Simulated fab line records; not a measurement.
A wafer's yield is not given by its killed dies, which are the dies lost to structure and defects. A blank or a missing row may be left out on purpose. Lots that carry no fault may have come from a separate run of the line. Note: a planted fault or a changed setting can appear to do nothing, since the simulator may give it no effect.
fab line records    flow sky130
record: lots: 7  wafers: 21  last-day: 50
route steps=708 shown VT_ADJUST_NCORE@123 VT_ADJUST_HVTR@131 PAD_OPEN@708
lots that met no fault: taken from a fault-free run of the same line
start-h: the number of hours between the record's first day and the start of the first shown wafer of the lot    wait-h: hours elapsed since this lot's preceding step    " unchanged from the row above    L1.1+2: several wafers, shown together as one row    - either no value or no given start    * or withheld: withheld    < > ~ a bound
route shown NAME@n: NAME is a module with steps in the file, n the number in the route of the first one    usual: the fault-free wafers' mean and standard deviation    same: alike in all rows    chamber/n: place in a boat    sites: readings site by site    _std_site: how widely they spread, as a standard deviation    _edge_site: mean of outer sites minus mean of inner sites    radius-mm: for every site, how far away it sits from the centre of the wafer    mask NAME#n: copy n    behind: the most recent tool/chamber to have shaped the wafer    hold: what put the lot on hold/how long, in hours/how the hold closed    device: the n, p or np transistor that did not switch    end of line: the route-end tests of the same wafers    a step without rows: its recipe alone    killed: count of dies lost to structure and defects at first sort (not the wafer's yield)    map: a wafer's dies, marking killed ones x, the rest . and places with no die _
set.NAME: the setting that was run; set.NAME@STEP: the one run at that earlier step    model.NAME: the simulator's own value behind a step, which no gauge read
lots at selected steps of the route; one table per step, one row per wafer
services: from which hour (start-h, from the record's first day; less than 0 if before it) a tool's chamber was out of use, for how many hours, and why
== steps ==
step: SKY_VT_ADJUST_NCORE_EXPOSE_04
recipe: mask-id: LVTN_COMPLEMENT_THIN  na: 0.6  source-shape: conventional  sigma-outer: 0.6  polarization: unpolarized  target-cd-nm: 380  dose-mj: 139
step: SKY_VT_ADJUST_NCORE_PEB_05
recipe: temp-c: withheld  time-s: *  resist: NOVOLAK
step: SKY_VT_ADJUST_NCORE_DEVELOP_06
recipe: resist: NOVOLAK  developer: TMAH  develop-time-s: 60  dev-temp-c: 23
step: SKY_VT_ADJUST_NCORE_CD_MEAS_07
recipe: target-cd-nm: 380
usual: cd-nm: 379.4/2.7
lot.wafer  tool       chamber  start-h  wait-h  cd-nm
L388.2     cd-sem-01  -        185.54   0.1     382.6
L388.4     "          -        "        "       381.6
L388.5     "          -        "        "       380.7
L394.1     cd-sem-02  -        251.13   0.1     379.7
L394.2     "          -        "        "       377.0
L394.4     "          -        "        "       380.9
L403.3     cd-sem-02  -        303.21   0.1     379.0
L403.4     "          -        "        "       378.2
L403.6     "          -        "        "       378.0
L405.1     cd-sem-01  -        319.17   0.1     377.8
L405.3     "          -        "        "       379.9
L405.6     "          -        "        "       379.9
L406.3     cd-sem-02  -        322.92   0.1     381.0
L406.4     "          -        "        "       379.7
L406.5     "          -        "        "       380.4
L407.2     cd-sem-01  -        327.30   0.1     378.2
L407.3     "          -        "        "       376.9
L407.4     "          -        "        "       376.1
L410.1     cd-sem-01  -        350.72   0.1     378.7
L410.2     "          -        "        "       381.0
L410.3     "          -        "        "       378.0
step: SKY_VT_ADJUST_NCORE_OVL_MEAS_08
usual: VT_ADJUST_NCORE_OVL: -1.9/1.6
lot.wafer  tool        chamber  start-h  wait-h  VT_ADJUST_NCORE_OVL[nm]
L388.2     overlay-01  -        185.65   0.1     -2.6
L388.4     "           -        "        "       -2.5
L388.5     "           -        "        "       -3.4
L394.1     overlay-02  -        251.25   0.1     -2.1
L394.2     "           -        "        "       -1.2
L394.4     "           -        "        "       -1.2
L403.3     overlay-02  -        303.30   0.1     -3.7
L403.4     "           -        "        "       -5.2
L403.6     "           -        "        "       -4.3
L405.1     overlay-02  -        319.29   0.1     -0.3
L405.3     "           -        "        "       -0.6
L405.6     "           -        "        "       -1.1
L406.3     overlay-01  -        323.01   0.1     -2.3
L406.4     "           -        "        "       -4.6
L406.5     "           -        "        "       -4.3
L407.2     overlay-02  -        327.40   0.1     -0.5
L407.3     "           -        "        "       -0.5
L407.4     "           -        "        "       -1.3
L410.1     overlay-01  -        350.84   0.1     -1.8
L410.2     "           -        "        "       -0.4
L410.3     "           -        "        "       -1.1
step: SKY_VT_ADJUST_NCORE_IMPLANT_09
recipe: species: B  energy-kev: 10  dose-cm2: 2.4e+12  tilt-deg: withheld
step: SKY_VT_ADJUST_NCORE_STRIP_10
recipe: chemistry: O2/N2  power-w: 1400  pressure-mtorr: 1500  platen-temp-c: withheld  o2-flow-sccm: 3000  n2-flow-sccm: 300  overash-fraction: 0.5
usual: drypump-motor-current-A: 5.65/0.28  n2-flow-sccm: 300.1/1  oes-product-au: 0.716/0.0048  strip-time-to-endpoint-s: 14.19/0.043
same: overash-fraction: 0.5
lot.wafer  tool             chamber  start-h  wait-h  drypump-motor-current-A  n2-flow-sccm  oes-product-au  rf-hours-counter-h  strip-time-to-endpoint-s
L388.2     plasma-asher-01  1        185.83   0.1     5.78                     301.9         0.716           38                  14.19
L388.4     "                0        "        "       6.30                     300.7         0.722           -                   14.16
L388.5     "                1        "        "       5.80                     303.1         0.722           -                   14.20
L394.1     plasma-asher-04  1        251.43   0.1     5.37                     300.2         0.720           12                  14.11
L394.2     "                0        "        "       5.71                     300.5         0.715           12                  14.13
L394.4     "                1        "        "       5.32                     299.8         0.714           -                   14.17
L403.3     plasma-asher-03  0        303.51   0.1     5.42                     300.1         0.713           -                   14.12
L403.4     "                1        "        "       5.79                     300.4         0.712           -                   14.15
L403.6     "                0        "        "       5.42                     301.3         0.727           -                   14.20
L405.1     plasma-asher-01  0        319.48   0.1     6.28                     301.4         0.714           48                  14.18
L405.3     "                1        "        "       5.79                     300.0         0.716           -                   14.09
L405.6     "                0        "        "       6.31                     300.3         0.711           -                   14.12
L406.3     plasma-asher-01  1        323.22   0.1     5.79                     298.3         0.718           -                   14.17
L406.4     "                0        "        "       6.32                     300.8         0.710           -                   14.17
L406.5     "                1        "        "       5.80                     298.3         0.716           -                   14.17
L407.2     plasma-asher-03  0        327.58   0.1     5.42                     299.8         0.714           64                  14.24
L407.3     "                1        "        "       5.86                     299.4         0.724           -                   14.28
L407.4     "                0        "        "       5.40                     299.5         0.713           -                   14.28
L410.1     plasma-asher-04  1        351.03   0.1     5.29                     301.1         0.717           21                  14.20
L410.2     "                0        "        "       5.71                     300.3         0.714           21                  14.19
L410.3     "                1        "        "       5.28                     300.0         0.717           -                   14.16
step: SKY_VT_ADJUST_NCORE_TW_MEAS_11
usual: VT_ADJUST_NCORE_TW: 220.2/1.5
lot.wafer  tool           chamber  start-h  wait-h  VT_ADJUST_NCORE_TW
L388.2     film-metro-04  -        185.94   0.1     221.1
L388.4     "              -        "        "       222.6
L388.5     "              -        "        "       222.7
L394.1     film-metro-04  -        251.53   0.1     220.8
L394.2     "              -        "        "       221.9
L394.4     "              -        "        "       220.3
L403.3     film-metro-01  -        303.60   0.1     220.8
L403.4     "              -        "        "       222.2
L403.6     "              -        "        "       219.4
L405.1     film-metro-04  -        319.58   0.1     221.5
L405.3     "              -        "        "       221.0
L405.6     "              -        "        "       221.8
L406.3     film-metro-04  -        323.30   0.1     221.8
L406.4     "              -        "        "       222.2
L406.5     "              -        "        "       221.4
L407.2     film-metro-04  -        327.69   0.1     220.0
L407.3     "              -        "        "       221.7
L407.4     "              -        "        "       221.3
L410.1     film-metro-04  -        351.13   0.1     218.7
L410.2     "              -        "        "       219.1
L410.3     "              -        "        "       218.6
step: SKY_VT_ADJUST_HVTR_DEHYDRATE_00
recipe: temp-c: 200  time-s: 60
step: SKY_VT_ADJUST_HVTR_HMDS_01
recipe: prime-time-s: 60  prime-temp-c: 120
step: SKY_VT_ADJUST_HVTR_COAT_02
recipe: resist: NOVOLAK  spin-rpm: 3000  resist-thk-nm: 1140
step: SKY_VT_ADJUST_HVTR_SOFTBAKE_03
recipe: temp-c: 90  time-s: 60  resist: NOVOLAK
step: SKY_VT_ADJUST_HVTR_EXPOSE_04
recipe: mask-id: HVTRM  target-cd-nm: 380  na: 0.6  source-shape: conventional  sigma-outer: 0.6  dose-mj: 150
usual: exposure-dose-mJ-cm2: 149.94/0.13
same: sigma-outer: 0.6
lot.wafer  tool              chamber  start-h  wait-h  mask     exposure-dose-mJ-cm2
L388.2     iline-stepper-01  0        198.23   -       HVTRM#0  149.88
L388.4     "                 0        "        "       HVTRM#0  150.22
L388.5     "                 0        "        "       HVTRM#0  150.05
L394.1     iline-stepper-01  0        264.08   -       HVTRM#0  149.82
L394.2     "                 0        "        "       HVTRM#0  149.82
L394.4     "                 0        "        "       HVTRM#0  149.91
L403.3     iline-stepper-01  0        316.65   -       HVTRM#0  150.05
L403.4     "                 0        "        "       HVTRM#0  149.77
L403.6     "                 0        "        "       HVTRM#0  149.89
L405.1     iline-stepper-01  0        332.78   -       HVTRM#0  156.94
L405.3     "                 0        "        "       HVTRM#0  156.90
L405.6     "                 0        "        "       HVTRM#0  156.72
L406.3     iline-stepper-01  0        336.22   -       HVTRM#0  156.78
L406.4     "                 0        "        "       HVTRM#0  156.89
L406.5     "                 0        "        "       HVTRM#0  157.06
L407.2     iline-stepper-01  0        340.25   -       HVTRM#0  156.80
L407.3     "                 0        "        "       HVTRM#0  156.78
L407.4     "                 0        "        "       HVTRM#0  156.73
L410.1     iline-stepper-02  0        365.42   -       HVTRM#0  150.24
L410.2     "                 0        "        "       HVTRM#0  150.14
L410.3     "                 0        "        "       HVTRM#0  150.00
step: SKY_VT_ADJUST_HVTR_PEB_05
recipe: temp-c: withheld  time-s: *  resist: NOVOLAK
step: SKY_VT_ADJUST_HVTR_DEVELOP_06
recipe: develop-time-s: 60  dev-temp-c: 23
step: SKY_VT_ADJUST_HVTR_CD_MEAS_07
recipe: target-cd-nm: 380
usual: cd-nm: 379.9/2.9
lot.wafer  tool       chamber  start-h  wait-h  cd-nm
L388.2     cd-sem-01  -        209.16   0.1     381.9
L388.4     "          -        "        "       383.9
L388.5     "          -        "        "       381.1
L394.1     cd-sem-01  -        276.22   0.1     383.0
L394.2     "          -        "        "       383.4
L394.4     "          -        "        "       382.7
L403.3     cd-sem-01  -        330.38   0.2     384.8
L403.4     "          -        "        "       386.3
L403.6     "          -        "        "       385.7
L405.1     cd-sem-01  -        345.38   0.1     391.1
L405.3     "          -        "        "       391.9
L405.6     "          -        "        "       394.6
L406.3     cd-sem-01  -        349.46   0.1     392.3
L406.4     "          -        "        "       394.3
L406.5     "          -        "        "       391.8
L407.2     cd-sem-01  -        353.89   0.1     390.2
L407.3     "          -        "        "       391.2
L407.4     "          -        "        "       391.8
L410.1     cd-sem-01  -        379.52   0.1     382.4
L410.2     "          -        "        "       381.8
L410.3     "          -        "        "       381.3
step: SKY_VT_ADJUST_HVTR_OVL_MEAS_08
usual: VT_ADJUST_HVTR_OVL: -1.4/1.3
lot.wafer  tool        chamber  start-h  wait-h  VT_ADJUST_HVTR_OVL[nm]
L388.2     overlay-02  -        209.26   0.1     -0.2
L388.4     "           -        "        "       -1.2
L388.5     "           -        "        "       -0.8
L394.1     overlay-02  -        276.34   0.1     -1.4
L394.2     "           -        "        "       -0.9
L394.4     "           -        "        "       -0.2
L403.3     overlay-01  -        330.47   0.1     -1.5
L403.4     "           -        "        "       -1.2
L403.6     "           -        "        "       -0.7
L405.1     overlay-01  -        345.50   0.1     -2.3
L405.3     "           -        "        "       -2.3
L405.6     "           -        "        "       -2.0
L406.3     overlay-01  -        349.55   0.1     -1.4
L406.4     "           -        "        "       -1.6
L406.5     "           -        "        "       -0.6
L407.2     overlay-02  -        354.00   0.1     -2.1
L407.3     "           -        "        "       -1.2
L407.4     "           -        "        "       -1.0
L410.1     overlay-01  -        379.64   0.1     -2.1
L410.2     "           -        "        "       -0.3
L410.3     "           -        "        "       -0.7
step: SKY_PAD_OPEN_PROBE_99
usual: killed_at_M0_to_M3: 42/6.2  killed_at_M4_up: 3.0/1.8  killed-at-contacts: 25/5.9  killed-at-front-end: 15/4.5  killed-at-other: 0.2/0.45  killed-dies: 85/9.9  killed-open: 47/6.7  killed-short: 39/6.4
same: gross-dies: 492  killed-at-back-side: 0
lot.wafer  tool       chamber  start-h  wait-h  killed_at_M0_to_M3  killed_at_M4_up  killed-at-contacts  killed-at-front-end  killed-at-other  killed-dies  killed-open  killed-short
L388.2     prober-02  -        1088.10  0.1     32                  2                20                  15                   1                70           46           24
L388.4     prober-02  -        1088.20  0.2     30                  1                20                  18                   0                69           36           33
L388.5     prober-02  -        1088.25  0.2     38                  3                33                  16                   0                90           44           46
L394.1     prober-02  -        1145.44  0.1     44                  5                30                  13                   0                92           53           39
L394.2     prober-02  -        1145.49  0.1     43                  3                20                  15                   1                82           54           28
L394.4     prober-02  -        1145.59  0.2     41                  4                23                  14                   0                82           44           38
L403.3     prober-01  -        1183.09  0.2     42                  3                17                  19                   1                82           43           39
L403.4     prober-01  -        1183.14  0.2     40                  2                28                  16                   0                86           47           39
L403.6     prober-01  -        1183.24  0.2     44                  5                19                  15                   0                83           43           40
L405.1     prober-01  -        1188.21  0.1     45                  7                28                  17                   0                97           56           41
L406.3     prober-02  -        1189.75  0.2     36                  2                35                  18                   0                91           51           40
L406.5     prober-02  -        1189.85  0.2     44                  1                23                  13                   0                81           47           34
L407.2     prober-01  -        1192.34  0.1     43                  2                26                  17                   0                88           51           37
L407.3     prober-01  -        1192.39  0.2     36                  3                18                  22                   1                80           47           33
L407.4     prober-01  -        1192.44  0.2     33                  0                19                  26                   0                78           44           34
killed by level:class
L388.2 CONTACT:geometric-particle:open=8 VIA1:geometric-particle:open=8 POLY_GATE:geometric-particle:open=7 LI_CONTACT:geometric-particle:open=5 FIELD_ISO:geometric-particle:open=4 VIA2:geometric-particle:open=4 POLY_GATE:geometric-particle:short=3 VIA1:geometric-particle:short=3
L388.4 VIA1:geometric-particle:open=8 POLY_GATE:geometric-particle:short=7 LI_CONTACT:geometric-particle:open=7 CONTACT:geometric-particle:open=7 VIA3:geometric-particle:open=5 METAL2:geometric-particle:short=5 METAL1:geometric-particle:short=4 FIELD_ISO:geometric-particle:short=3
L388.5 VIA1:geometric-particle:open=13 CONTACT:geometric-particle:open=11 POLY_GATE:geometric-particle:short=8 METAL2:geometric-particle:short=8 LI_CONTACT:geometric-particle:open=7 CONTACT:geometric-particle:short=7 LOCAL_INTERCONNECT:geometric-particle:short=6 VIA3:geometric-particle:open=6
L394.1 VIA1:geometric-particle:open=21 CONTACT:geometric-particle:open=12 LI_CONTACT:geometric-particle:open=9 FIELD_ISO:geometric-particle:short=5 POLY_GATE:geometric-particle:short=5 CONTACT:geometric-particle:short=4 LI_CONTACT:geometric-particle:short=3 METAL1:geometric-particle:short=3
L394.2 VIA1:geometric-particle:open=10 LI_CONTACT:geometric-particle:open=8 CONTACT:geometric-particle:open=8 VIA2:geometric-particle:open=8 METAL2:geometric-particle:short=7 POLY_GATE:geometric-particle:open=5 VIA1:geometric-particle:short=5 FIELD_ISO:geometric-particle:open=3
L394.4 VIA1:geometric-particle:open=13 LI_CONTACT:geometric-particle:open=8 CONTACT:geometric-particle:short=7 METAL1:geometric-particle:short=5 CONTACT:geometric-particle:open=4 VIA1:geometric-particle:short=4 METAL2:geometric-particle:short=4 VIA3:geometric-particle:short=4
L403.3 VIA1:geometric-particle:open=11 FIELD_ISO:geometric-particle:short=7 CONTACT:geometric-particle:open=7 VIA2:geometric-particle:open=7 POLY_GATE:geometric-particle:open=5 METAL3:geometric-particle:short=5 FIELD_ISO:geometric-particle:open=4 CONTACT:geometric-particle:short=4
L403.4 VIA1:geometric-particle:open=11 CONTACT:geometric-particle:open=8 FIELD_ISO:geometric-particle:open=7 LI_CONTACT:geometric-particle:short=6 VIA1:geometric-particle:short=5 FIELD_ISO:geometric-particle:short=4 LI_CONTACT:geometric-particle:open=4 LOCAL_INTERCONNECT:geometric-particle:short=4
L403.6 VIA3:geometric-particle:open=9 CONTACT:geometric-particle:open=8 FIELD_ISO:geometric-particle:short=7 METAL2:geometric-particle:short=7 VIA1:geometric-particle:open=6 LI_CONTACT:geometric-particle:open=5 VIA1:geometric-particle:short=5 POLY_GATE:geometric-particle:open=4
L405.1 VIA1:geometric-particle:open=16 LI_CONTACT:geometric-particle:open=11 CONTACT:geometric-particle:open=8 METAL1:geometric-particle:short=8 METAL4:geometric-particle:short=6 CONTACT:geometric-particle:short=5 POLY_GATE:geometric-particle:open=5 VIA2:geometric-particle:open=5
L406.3 LI_CONTACT:geometric-particle:open=10 CONTACT:geometric-particle:open=10 VIA1:geometric-particle:open=6 METAL2:geometric-particle:short=6 POLY_GATE:geometric-particle:open=5 LOCAL_INTERCONNECT:geometric-particle:short=5 METAL1:geometric-particle:short=5 VIA2:geometric-particle:open=5
L406.5 VIA1:geometric-particle:open=12 CONTACT:geometric-particle:open=9 VIA2:geometric-particle:open=7 LOCAL_INTERCONNECT:geometric-particle:short=6 METAL3:geometric-particle:short=6 VIA3:geometric-particle:open=5 FIELD_ISO:geometric-particle:open=4 POLY_GATE:geometric-particle:short=3
L407.2 CONTACT:geometric-particle:open=11 VIA3:geometric-particle:open=11 VIA1:geometric-particle:open=9 LI_CONTACT:geometric-particle:open=7 VIA1:geometric-particle:short=6 FIELD_ISO:geometric-particle:short=5 POLY_GATE:geometric-particle:open=5 VIA2:geometric-particle:open=5
L407.3 VIA1:geometric-particle:open=10 CONTACT:geometric-particle:open=8 POLY_GATE:geometric-particle:short=7 VIA2:geometric-particle:open=6 VIA3:geometric-particle:open=6 LI_CONTACT:geometric-particle:open=5 VIA1:geometric-particle:short=5 FIELD_ISO:geometric-particle:short=4
L407.4 LI_CONTACT:geometric-particle:open=8 VIA3:geometric-particle:open=7 SPACER:geometric-particle:short=6 CONTACT:geometric-particle:open=6 VIA1:geometric-particle:open=6 FIELD_ISO:geometric-particle:short=5 SPACER:geometric-particle:open=5 POLY_GATE:geometric-particle:open=4
== services ==
tool              chamber  start-h  hours  kind
plasma-asher-04   -        184.22   1.3    repair
plasma-asher-04   -        207.64   2.8    pm
iline-stepper-02  -        212.69   1.7    pm
plasma-asher-03   -        214.92   2.8    pm
iline-stepper-02  -        225.04   16.5   repair
plasma-asher-01   -        236.45   2.8    pm
iline-stepper-01  -        241.52   1.7    pm
plasma-asher-03   -        244.61   1.2    repair
plasma-asher-01   -        251.44   28.1   pm
plasma-asher-04   -        260.87   4.3    pm
plasma-asher-03   -        276.84   5.9    pm
plasma-asher-01   -        305.11   4.3    pm
plasma-asher-04   -        326.17   12.9   pm
plasma-asher-01   -        348.79   0.6    repair
== key ==
first-sign: step: SKY_VT_ADJUST_HVTR_EXPOSE_04  reading: exposure-dose-mJ-cm2  direction: up  sigmas: 54  usual: *  struck: *
effect: step: SKY_VT_ADJUST_HVTR_CD_MEAS_07  reading: cd-nm  direction: up  sigmas: 4.2  usual: 379.9  struck: 392.1
met-at SKY_VT_ADJUST_HVTR_EXPOSE_04
struck-wafers L405.1,L405.3,L405.6,L406.3,L406.4,L406.5,L407.2,L407.3,L407.4
rows-end L405.3,L405.6,L406.4
tester-left-out L405,L406,L407
onset-between 316.65 332.78
fault: kind: process-parameter-drift  tool: iline-stepper-01  chamber: -  onset-h: 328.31  steps: SKY_VT_ADJUST_HVTR_EXPOSE_04  channel: dose-mj  offset: 6.8957  shape: step  acts-in: these-recipes-only  stated: 150
tester-left-out: of these lots the tester's yield and bins aren't shown, on N5 and GAA mostly nor the transistor test; their killed dies are dies lost to structure and defects alone, not to doping, threshold or leakage, so they don't give the yield
rows-end: these wafers met a further fault down the route, and their rows from its step on are left out
